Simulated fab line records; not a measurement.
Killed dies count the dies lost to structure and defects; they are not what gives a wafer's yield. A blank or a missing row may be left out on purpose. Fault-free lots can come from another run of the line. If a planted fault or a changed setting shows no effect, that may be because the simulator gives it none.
A sampling plan put to the test	flow gf180mcu	5 faults told of in these records, all on one fab line, each judged by the records of the lots it struck
What counts as the plan is the set of the line's own looks, namely the steps on the route at which a gauge or an inspection reads a wafer and does not change it. Where struck wafers have a number at a look and the file lists that look's usual mean and standard deviation on fault-free wafers, the look can be judged. Caught: at a look after the fault's first step, the mean of the struck wafers lies 4 or more of those standard deviations (sigma) from the usual mean. On the tool: the test repeated on the tool's own readings taken at the fault's steps. It also counts as caught if the struck wafers ran another recipe or if their record alone is blank.

THE FAULTS, as the simulator had put them in
1. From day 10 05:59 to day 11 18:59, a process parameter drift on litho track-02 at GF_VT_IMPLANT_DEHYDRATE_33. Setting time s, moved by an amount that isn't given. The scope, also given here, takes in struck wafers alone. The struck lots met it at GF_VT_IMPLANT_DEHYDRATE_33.
2. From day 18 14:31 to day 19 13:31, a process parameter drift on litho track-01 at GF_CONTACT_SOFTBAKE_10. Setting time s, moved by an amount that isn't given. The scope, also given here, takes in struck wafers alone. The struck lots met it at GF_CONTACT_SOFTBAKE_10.
3. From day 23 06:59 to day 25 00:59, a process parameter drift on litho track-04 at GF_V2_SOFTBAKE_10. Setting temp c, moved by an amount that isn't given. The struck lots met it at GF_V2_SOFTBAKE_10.
4. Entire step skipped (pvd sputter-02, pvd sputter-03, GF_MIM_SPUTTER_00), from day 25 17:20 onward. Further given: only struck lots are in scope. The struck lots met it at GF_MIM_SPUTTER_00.
5. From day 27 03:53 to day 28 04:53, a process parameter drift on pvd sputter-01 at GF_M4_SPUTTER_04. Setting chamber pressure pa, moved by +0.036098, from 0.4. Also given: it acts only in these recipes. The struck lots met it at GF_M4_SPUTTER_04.

WHAT THE PLAN SAW
fault	on the tool itself	first look that catches it	reading, sigma	median hours from its first step to that look	hours from the fault's start to the first struck lot there	judged looks passed uncaught
1	heater power total W +26 sigma	no look after it can be judged	-	-	-	0
2	run length s -30 sigma	none of the 2 looks that can be judged after it	-	-	-	2
3	heater power total W +34 sigma	GF_V2_CD_MEAS_14	cd nm +6.7	12.1	22	0
4	the tool's record is blank for the struck wafers	no look after it can be judged	-	-	-	0
5	chamber pressure pa +46 sigma	no look after it can be judged	-	-	-	0
Dash: fault not caught, or number not given in these records.

Caught at a look: 1 of 5. Caught on the tool: 5 of 5. By one or the other: 5 of 5.
Caught on the tool alone: faults 1, 2, 4, 5.

THINNER SAMPLING
Were the look that catches a fault to measure just every second or every third lot (counted by lot number), the first struck lot would, at worst, be measured this late:
fault	struck lots at that look, in order of time	every lot	every second lot	every third lot
3	L863, L864, L865	22 h	28 h	38 h
The hour figures run from when the fault began to the first measured lot among those it struck. The test against the limit of 4 sigma pooled every struck wafer, which means one lot taken alone may stay below that limit. Other struck lots may not be in these records.

THE LONGEST TIMED WAY FROM STEP TO LOOK
For fault 3, GF_V2_SOFTBAKE_10 and GF_V2_CD_MEAS_14 are separated by a median of 12.1 hours. No look between them can be judged.
